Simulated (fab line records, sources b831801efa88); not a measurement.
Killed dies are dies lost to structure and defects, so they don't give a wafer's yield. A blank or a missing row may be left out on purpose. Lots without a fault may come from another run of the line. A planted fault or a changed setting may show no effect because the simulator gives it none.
A struck lot beside a sound one | flow gf180mcu | 15 steps out of a route of 602
Sound: wafers L511.2, L511.3, L511.5. Struck: wafers L506.4, L506.5, L506.6. The cause comes at the end.
At each step with rows: each side's tool, then ch and its chambers, then its first start. Under that, the readings that differ: sound wafers | struck wafers | difference of the means | sigmas: that difference in standard deviations of wafers without a fault.
alike: readings whose means differ by less than 2 such deviations, and words and numbers that are the same on both sides. not compared: withheld readings, readings that some wafer has no value for, bounds like >300 that may hide the same value, and numbers for which the record gives no deviation and whose values overlap.
The two part at a step that has a row with sigmas, a row that says differs or no value, or rows on one side only. Numbers that don't overlap but have no deviation are shown without sigmas and don't part them. A reading that every wafer of one side lacks parts them only if that side has two wafers or more.

GF_CONTACT_THK_MEAS_26: measures by xrf.
  sound on film_metro-02, day 22 10:55; struck on film_metro-03, day 20 14:05
  alike: CONTACT_W_THK
GF_CONTACT_CMP_27: polishes, stops on SiO2, t overpolish 15 s, target thk 0 nm.
  sound on cmp-01 ch 0,1, day 22 11:01; struck on cmp-02 ch 0,1, day 20 14:10
  alike: edge_zone_pressure_frac, motor_current_A, overpolish_run_s, platen_rpm, time_to_endpoint_s
then, 1 step without rows for these wafers: GF_M1_SPUTTER_00 (material Ti, target thk 37.5 nm, time 150 s).
GF_M1_SPUTTER_01: material TiN, target thk 30 nm, time 25 s.
  sound on pvd_sputter-03, day 22 11:22; struck on pvd_sputter-04, day 20 14:31
  alike: throttle_valve_pct
GF_M1_SPUTTER_02: material AlCu, target thk 450 nm, time 23.9 s.
  sound on pvd_sputter-03, day 22 11:24; struck on pvd_sputter-04, day 20 14:33
  alike: throttle_valve_pct
GF_M1_SPUTTER_03: material Ti, target thk 10 nm, time 6.7 s.
  sound on pvd_sputter-03, day 22 11:26; struck on pvd_sputter-04, day 20 14:35
  alike: throttle_valve_pct
GF_M1_SPUTTER_04: material TiN, target thk 50 nm, time 41.7 s.
  sound on pvd_sputter-03, day 22 11:27; struck on pvd_sputter-04, day 20 14:36
  alike: throttle_valve_pct
GF_M1_RS_MEAS_05: measures by four-point-probe.
  sound on film_metro-02, day 22 11:31; struck on film_metro-02, day 20 14:42
  alike: M1_ALCU_RS
GF_M1_THK_MEAS_06: measures by xrf.
  sound on film_metro-02, day 22 11:37; struck on film_metro-02, day 20 14:47
  alike: M1_ALCU_THK
then, 3 steps without rows for these wafers: GF_M1_DEHYDRATE_07 (time 60 s); GF_M1_HMDS_08 (prime time 60 s); GF_M1_COAT_09 (resist thk 1000 nm).
GF_M1_SOFTBAKE_10: time 60 s.
  sound on litho_track-02 ch 0, day 22 23:08; struck on litho_track-01 ch 0, day 21 02:43
  reading                  | sound                | struck               | difference | sigmas
  heater_power_total_W (W) | 93.06 93.08 93.05    | 91.78 91.89 91.81    | -1.24      | -22
  plate_temp_C (C)         | 129.80 129.98 130.01 | 128.53 128.54 128.50 | -1.41      | -11
then, 1 step without rows for these wafers: GF_M1_EXPOSE_11 (exposes mask Metal1, target cd 230 nm).
-- the record jumps here: 11 days lie between the struck wafers' starts before and after (it left off in module M1 and takes up again in module PASSIVATION, whose first step shown is number 602 of the route) --
GF_PASSIVATION_PROBE_99:
  the record has rows for the struck wafers here (prober-02, day 32 09:18) and none for the sound ones

WHERE THEY PART
First at GF_M1_SOFTBAKE_10; last, within this record, at GF_PASSIVATION_PROBE_99.

WHY: what the simulator had put in
Process parameter drift: litho_track-01, from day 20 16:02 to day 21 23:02, at GF_M1_SOFTBAKE_10. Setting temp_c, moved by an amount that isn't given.
